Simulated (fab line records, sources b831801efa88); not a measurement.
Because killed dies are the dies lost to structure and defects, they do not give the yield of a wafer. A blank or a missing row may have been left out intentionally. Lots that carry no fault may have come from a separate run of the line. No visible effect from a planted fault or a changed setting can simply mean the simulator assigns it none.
A sampling plan put to the test -- flow gf180mcu -- 43 faults told of in these records, all on one fab line, each judged by the records of the lots it struck
The plan consists of the line's own looks: route steps at which the wafer is read by a gauge or an inspection but not changed. Where struck wafers have a number at a look and the file lists that look's usual mean and standard deviation on fault-free wafers, the look can be judged. Caught: at a look after the fault's first step, the mean of the struck wafers lies 4 or more of those standard deviations (sigma) from the usual mean. On the tool: the test repeated on the tool's own readings taken at the fault's steps. If the struck wafers alone have a blank record, or they carry another recipe, that too counts as caught.

== THE FAULTS, as the simulator had put them in ==
1. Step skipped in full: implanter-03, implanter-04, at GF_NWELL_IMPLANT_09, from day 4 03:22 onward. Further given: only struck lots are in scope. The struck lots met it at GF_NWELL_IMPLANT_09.
2. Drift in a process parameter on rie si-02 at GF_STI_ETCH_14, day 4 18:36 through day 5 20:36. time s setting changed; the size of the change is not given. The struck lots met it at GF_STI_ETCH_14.
3. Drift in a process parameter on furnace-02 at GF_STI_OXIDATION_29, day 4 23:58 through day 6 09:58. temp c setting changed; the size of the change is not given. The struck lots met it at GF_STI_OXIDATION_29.
4. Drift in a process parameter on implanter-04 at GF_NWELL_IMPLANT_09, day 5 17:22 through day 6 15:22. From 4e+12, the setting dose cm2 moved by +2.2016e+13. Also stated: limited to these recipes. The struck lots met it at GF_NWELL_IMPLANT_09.
5. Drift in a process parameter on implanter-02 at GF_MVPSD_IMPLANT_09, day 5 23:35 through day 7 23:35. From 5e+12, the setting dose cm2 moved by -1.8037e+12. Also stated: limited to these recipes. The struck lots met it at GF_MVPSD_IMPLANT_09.
6. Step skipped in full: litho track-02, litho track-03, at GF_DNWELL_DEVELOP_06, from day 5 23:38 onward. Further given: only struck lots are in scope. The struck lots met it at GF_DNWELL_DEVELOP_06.
7. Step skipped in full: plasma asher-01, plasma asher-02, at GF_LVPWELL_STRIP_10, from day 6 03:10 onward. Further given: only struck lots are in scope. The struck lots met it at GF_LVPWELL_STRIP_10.
8. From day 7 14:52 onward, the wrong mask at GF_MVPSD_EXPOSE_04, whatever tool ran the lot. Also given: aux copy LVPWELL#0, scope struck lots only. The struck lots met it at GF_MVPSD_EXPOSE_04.
9. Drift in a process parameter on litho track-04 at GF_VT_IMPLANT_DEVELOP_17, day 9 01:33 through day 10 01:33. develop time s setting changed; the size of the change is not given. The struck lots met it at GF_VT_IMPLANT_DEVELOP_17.
10. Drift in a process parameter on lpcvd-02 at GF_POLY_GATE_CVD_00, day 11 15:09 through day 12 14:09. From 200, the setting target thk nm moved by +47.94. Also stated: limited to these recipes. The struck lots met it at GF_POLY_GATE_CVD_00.
11. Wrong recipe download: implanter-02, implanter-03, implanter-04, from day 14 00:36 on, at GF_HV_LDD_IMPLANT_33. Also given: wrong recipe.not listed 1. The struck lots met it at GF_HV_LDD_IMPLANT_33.
12. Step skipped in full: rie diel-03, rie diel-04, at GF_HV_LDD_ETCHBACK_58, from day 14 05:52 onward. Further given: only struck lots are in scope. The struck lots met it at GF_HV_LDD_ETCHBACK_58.
13. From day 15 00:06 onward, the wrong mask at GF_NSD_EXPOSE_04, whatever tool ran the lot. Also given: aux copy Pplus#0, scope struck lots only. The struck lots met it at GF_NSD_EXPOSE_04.
14. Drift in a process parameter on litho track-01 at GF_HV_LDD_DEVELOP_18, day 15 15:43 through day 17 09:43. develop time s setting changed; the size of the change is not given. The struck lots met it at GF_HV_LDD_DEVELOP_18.
15. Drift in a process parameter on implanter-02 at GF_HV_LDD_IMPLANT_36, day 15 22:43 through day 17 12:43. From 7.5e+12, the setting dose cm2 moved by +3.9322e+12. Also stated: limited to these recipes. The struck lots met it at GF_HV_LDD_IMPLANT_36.
16. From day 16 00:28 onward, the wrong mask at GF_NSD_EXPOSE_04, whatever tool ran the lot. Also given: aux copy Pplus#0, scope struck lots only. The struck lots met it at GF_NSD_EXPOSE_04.
17. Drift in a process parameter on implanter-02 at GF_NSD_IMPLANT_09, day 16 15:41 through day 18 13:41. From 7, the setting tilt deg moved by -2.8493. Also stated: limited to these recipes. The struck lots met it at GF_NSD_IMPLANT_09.
18. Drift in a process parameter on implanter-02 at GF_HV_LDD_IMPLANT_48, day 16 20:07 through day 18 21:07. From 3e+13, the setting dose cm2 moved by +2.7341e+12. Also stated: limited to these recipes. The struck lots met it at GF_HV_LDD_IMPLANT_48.
19. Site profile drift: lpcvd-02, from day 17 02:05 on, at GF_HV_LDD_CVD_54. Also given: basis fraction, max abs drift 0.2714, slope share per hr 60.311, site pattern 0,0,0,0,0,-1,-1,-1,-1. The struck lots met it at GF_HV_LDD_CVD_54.
20. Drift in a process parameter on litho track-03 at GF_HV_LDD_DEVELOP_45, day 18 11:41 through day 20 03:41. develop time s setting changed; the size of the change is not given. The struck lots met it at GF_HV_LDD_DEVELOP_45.
21. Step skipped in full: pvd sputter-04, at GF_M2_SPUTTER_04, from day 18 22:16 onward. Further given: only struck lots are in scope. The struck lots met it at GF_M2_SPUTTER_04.
22. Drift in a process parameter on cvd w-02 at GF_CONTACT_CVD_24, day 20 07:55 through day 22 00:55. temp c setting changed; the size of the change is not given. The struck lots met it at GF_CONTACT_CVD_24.
23. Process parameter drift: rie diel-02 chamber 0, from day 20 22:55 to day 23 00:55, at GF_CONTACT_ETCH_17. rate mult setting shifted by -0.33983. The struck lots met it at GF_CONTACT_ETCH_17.
24. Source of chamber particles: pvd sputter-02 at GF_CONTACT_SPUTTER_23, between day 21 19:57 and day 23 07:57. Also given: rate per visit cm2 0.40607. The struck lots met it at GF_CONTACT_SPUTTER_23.
25. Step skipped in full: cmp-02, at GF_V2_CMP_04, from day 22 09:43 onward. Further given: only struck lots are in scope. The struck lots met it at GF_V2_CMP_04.
26. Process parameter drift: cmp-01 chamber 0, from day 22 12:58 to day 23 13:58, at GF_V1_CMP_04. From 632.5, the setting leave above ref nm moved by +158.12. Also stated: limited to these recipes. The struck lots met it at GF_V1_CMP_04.
27. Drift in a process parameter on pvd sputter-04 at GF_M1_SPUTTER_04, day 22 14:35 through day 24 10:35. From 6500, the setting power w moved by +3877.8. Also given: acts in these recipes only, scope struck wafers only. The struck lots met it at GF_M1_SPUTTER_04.
28. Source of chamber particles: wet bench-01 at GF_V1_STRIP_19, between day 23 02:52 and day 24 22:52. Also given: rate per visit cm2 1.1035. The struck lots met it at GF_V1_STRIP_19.
29. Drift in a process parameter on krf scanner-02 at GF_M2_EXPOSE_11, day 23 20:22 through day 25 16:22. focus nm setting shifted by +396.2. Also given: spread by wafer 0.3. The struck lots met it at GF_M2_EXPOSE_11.
30. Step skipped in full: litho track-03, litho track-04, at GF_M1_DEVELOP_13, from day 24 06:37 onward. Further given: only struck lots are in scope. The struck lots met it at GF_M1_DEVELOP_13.
31. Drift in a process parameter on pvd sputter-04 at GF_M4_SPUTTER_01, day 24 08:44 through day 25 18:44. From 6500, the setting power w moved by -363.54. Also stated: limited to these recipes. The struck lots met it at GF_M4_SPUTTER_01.
32. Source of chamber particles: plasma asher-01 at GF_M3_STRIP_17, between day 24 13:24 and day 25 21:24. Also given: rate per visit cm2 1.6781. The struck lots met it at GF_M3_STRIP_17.
33. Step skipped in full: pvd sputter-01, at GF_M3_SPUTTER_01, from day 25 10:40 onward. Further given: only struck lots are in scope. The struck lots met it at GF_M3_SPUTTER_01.
34. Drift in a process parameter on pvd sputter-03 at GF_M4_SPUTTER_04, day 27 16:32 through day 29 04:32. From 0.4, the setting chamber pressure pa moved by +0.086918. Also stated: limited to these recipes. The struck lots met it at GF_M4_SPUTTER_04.
35. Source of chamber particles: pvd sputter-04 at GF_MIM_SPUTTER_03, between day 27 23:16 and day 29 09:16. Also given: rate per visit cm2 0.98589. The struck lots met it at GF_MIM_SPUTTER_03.
36. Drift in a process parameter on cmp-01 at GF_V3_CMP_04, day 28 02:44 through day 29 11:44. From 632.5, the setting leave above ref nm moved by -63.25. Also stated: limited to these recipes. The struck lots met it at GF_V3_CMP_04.
37. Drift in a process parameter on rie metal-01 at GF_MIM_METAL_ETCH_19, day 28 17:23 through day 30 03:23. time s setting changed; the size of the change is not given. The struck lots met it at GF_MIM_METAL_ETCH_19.
38. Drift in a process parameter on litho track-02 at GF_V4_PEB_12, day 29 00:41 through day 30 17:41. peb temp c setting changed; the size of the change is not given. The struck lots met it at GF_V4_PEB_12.
39. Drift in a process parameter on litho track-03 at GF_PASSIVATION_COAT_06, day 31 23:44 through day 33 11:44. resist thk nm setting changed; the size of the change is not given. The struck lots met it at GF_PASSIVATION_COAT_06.
40. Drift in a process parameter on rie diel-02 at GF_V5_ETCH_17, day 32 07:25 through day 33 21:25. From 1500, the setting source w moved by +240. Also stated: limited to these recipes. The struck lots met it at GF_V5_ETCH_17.
41. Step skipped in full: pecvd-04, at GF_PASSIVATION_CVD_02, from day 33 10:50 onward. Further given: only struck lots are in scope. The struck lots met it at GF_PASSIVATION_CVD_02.
42. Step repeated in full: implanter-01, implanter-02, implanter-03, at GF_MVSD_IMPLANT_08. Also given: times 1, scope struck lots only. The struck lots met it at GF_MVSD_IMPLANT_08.
43. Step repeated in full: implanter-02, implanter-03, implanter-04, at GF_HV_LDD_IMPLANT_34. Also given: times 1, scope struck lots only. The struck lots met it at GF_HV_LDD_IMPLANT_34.

== WHAT THE PLAN SAW ==
fault,on the tool itself,first look that catches it,"reading, sigma",median hours from its first step to that look,hours from the fault's start to the first struck lot there,judged looks passed uncaught
1,the tool's record is blank for the struck wafers,GF_NWELL_TW_MEAS_11,NWELL_TW -5.4,0.2,4,0
2,run length s -21 sigma,no look after it can be judged,-,-,-,0
3,spike tc lower C +20 sigma,GF_STI_THK_MEAS_30,STI_OXIDATION_02_THK +12,1.4,6,0
4,dose ions cm2 +99 or beyond sigma,GF_NWELL_TW_MEAS_11,NWELL_TW +21,0.2,4,0
5,dose ions cm2 -99 or beyond sigma,GF_VT_IMPLANT_RS_MEAS_49,MVPSD_RS +30,65.9,74,0
6,the tool's record is blank for the struck wafers,GF_DNWELL_TW_MEAS_09,DNWELL_TW -89,1.2,3,0
7,the tool's record is blank for the struck wafers,GF_MVSD_TW_MEAS_11,MVSD_TW -98,16.0,17,0
8,no reading that can be judged,GF_MVPSD_TW_MEAS_11,MVPSD_TW -96,8.2,11,0
9,no reading that can be judged,GF_VT_IMPLANT_TW_MEAS_21,VT_IMPLANT_2_TW -79,0.4,5,0
10,under 2 sigma,GF_POLY_GATE_THK_MEAS_01,POLY_GATE_CVD_00_THK +27,1.4,8,0
11,under 2 sigma,GF_HV_LDD_TW_MEAS_38,HV_LDD_3_TW +5.8,0.7,5,0
12,the tool's record is blank for the struck wafers,no look after it can be judged,-,-,-,0
13,no reading that can be judged,GF_NSD_TW_MEAS_12,NSD_TW -65,10.8,18,0
14,under 2 sigma,no look after it can be judged,-,-,-,0
15,dose ions cm2 +99 or beyond sigma,GF_HV_LDD_RS_MEAS_53,HV_LDD_RS -10,23.5,30,2
16,no reading that can be judged,GF_NSD_TW_MEAS_12,NSD_TW -65,11.2,18,0
17,tilt deg -99 or beyond sigma,none of the 2 looks that can be judged after it,-,-,-,2
18,dose ions cm2 +94 sigma,no look after it can be judged,-,-,-,0
19,no reading that can be judged,GF_HV_LDD_THK_MEAS_55,HV_LDD_CVD_54_THK -9.1,1.0,12,0
20,no reading that can be judged,no look after it can be judged,-,-,-,0
21,the tool's record is blank for the struck wafers,GF_M2_THK_MEAS_06,M2_ALCU_THK +11,0.2,3,0
22,susceptor temp C -13 sigma,GF_CONTACT_RS_MEAS_25,CONTACT_W_RS +4.8,0.1,9,0
23,oes product au -7.7 sigma,no look after it can be judged,-,-,-,0
24,under 2 sigma,none of the 2 looks that can be judged after it,-,-,-,2
25,the tool's record is blank for the struck wafers,no look after it can be judged,-,-,-,0
26,time to endpoint s -10 sigma,none of the 5 looks that can be judged after it,-,-,-,5
27,cathode dc power W +99 or beyond sigma,GF_M1_THK_MEAS_06,M1_ALCU_THK -4.2,2.0,29,1
28,no reading that can be judged,not the one look that can be judged after it,-,-,-,1
29,no reading that can be judged,GF_M2_CD_MEAS_14,cd nm -22,10.9,21,0
30,no reading that can be judged,no look after it can be judged,-,-,-,0
31,cathode dc power W -99 or beyond sigma,no look after it can be judged,-,-,-,0
32,under 2 sigma,not the one look that can be judged after it,-,-,-,1
33,the tool's record is blank for the struck wafers,no look after it can be judged,-,-,-,0
34,chamber pressure pa +99 or beyond sigma,no look after it can be judged,-,-,-,0
35,under 2 sigma,no look after it can be judged,-,-,-,0
36,time to endpoint s +5.7 sigma,not the one look that can be judged after it,-,-,-,1
37,run length s +14 sigma,no look after it can be judged,-,-,-,0
38,heater power total W +68 sigma,GF_V4_CD_MEAS_14,cd nm +10,0.4,1,0
39,under 2 sigma,no look after it can be judged,-,-,-,0
40,rf fwd power W +49 sigma,no look after it can be judged,-,-,-,0
41,the tool's record is blank for the struck wafers,no look after it can be judged,-,-,-,0
42,no reading that can be judged,GF_MVSD_TW_MEAS_11,MVSD_TW +22,0.7,-,0
43,under 2 sigma,GF_HV_LDD_RS_MEAS_53,HV_LDD_RS -19,23.5,-,1
A dash: the fault isn't caught, or these records don't give the number.

Caught at a look: 21 of 43. Caught on the tool: 25 of 43. By one or the other: 35 of 43.
Caught on the tool alone: faults 2, 12, 17, 18, 23, 25, 26, 31, 33, 34, 36, 37, 40, 41.
Caught at a look alone: faults 8, 9, 10, 11, 13, 16, 19, 29, 42, 43.
Caught by neither: faults 14, 20, 24, 28, 30, 32, 35, 39.

== THINNER SAMPLING ==
If the look that catches a fault measured only every second or every third lot, by lot number, the first struck lot would be measured this late in the worst case:
fault,"struck lots at that look, in order of time",every lot,every second lot,every third lot
1,"L234, L235",4 h,9 h,may miss all 2
3,"L403, L404",6 h,11 h,may miss all 2
4,"L715, L716",4 h,9 h,may miss all 2
5,"L378, L380",74 h,may miss all 2,may miss all 2
6,"L538, L539, L540",3 h,7 h,15 h
7,"L613, L614, L615",17 h,26 h,31 h
8,L637,11 h,may miss it,may miss it
9,"L208, L209",5 h,10 h,may miss all 2
10,"L103, L104",8 h,12 h,may miss all 2
11,"L417, L418, L420, L419",5 h,5 h,20 h
13,L514,18 h,may miss it,may miss it
15,"L536, L538",30 h,may miss all 2,may miss all 2
16,L935,18 h,may miss it,may miss it
19,"L802, L803, L807",12 h,17 h,53 h
21,"L865, L866, L867",3 h,16 h,30 h
22,"L157, L159",9 h,may miss all 2,may miss all 2
27,L989,29 h,may miss it,may miss it
29,"L156, L157",21 h,25 h,may miss all 2
38,"L901, L904, L906",1 h,17 h,may miss all 3
Hours are from the fault's start to the first struck lot that is measured. Since the struck wafers were tested as one group against 4 sigma, a single lot by itself may lie under the limit. Other struck lots may not be in these records.

== THE LONGEST TIMED WAY FROM STEP TO LOOK ==
Fault 5: the median time between GF_MVPSD_IMPLANT_09 and GF_VT_IMPLANT_RS_MEAS_49 is 65.9 hours. No look between them can be judged.
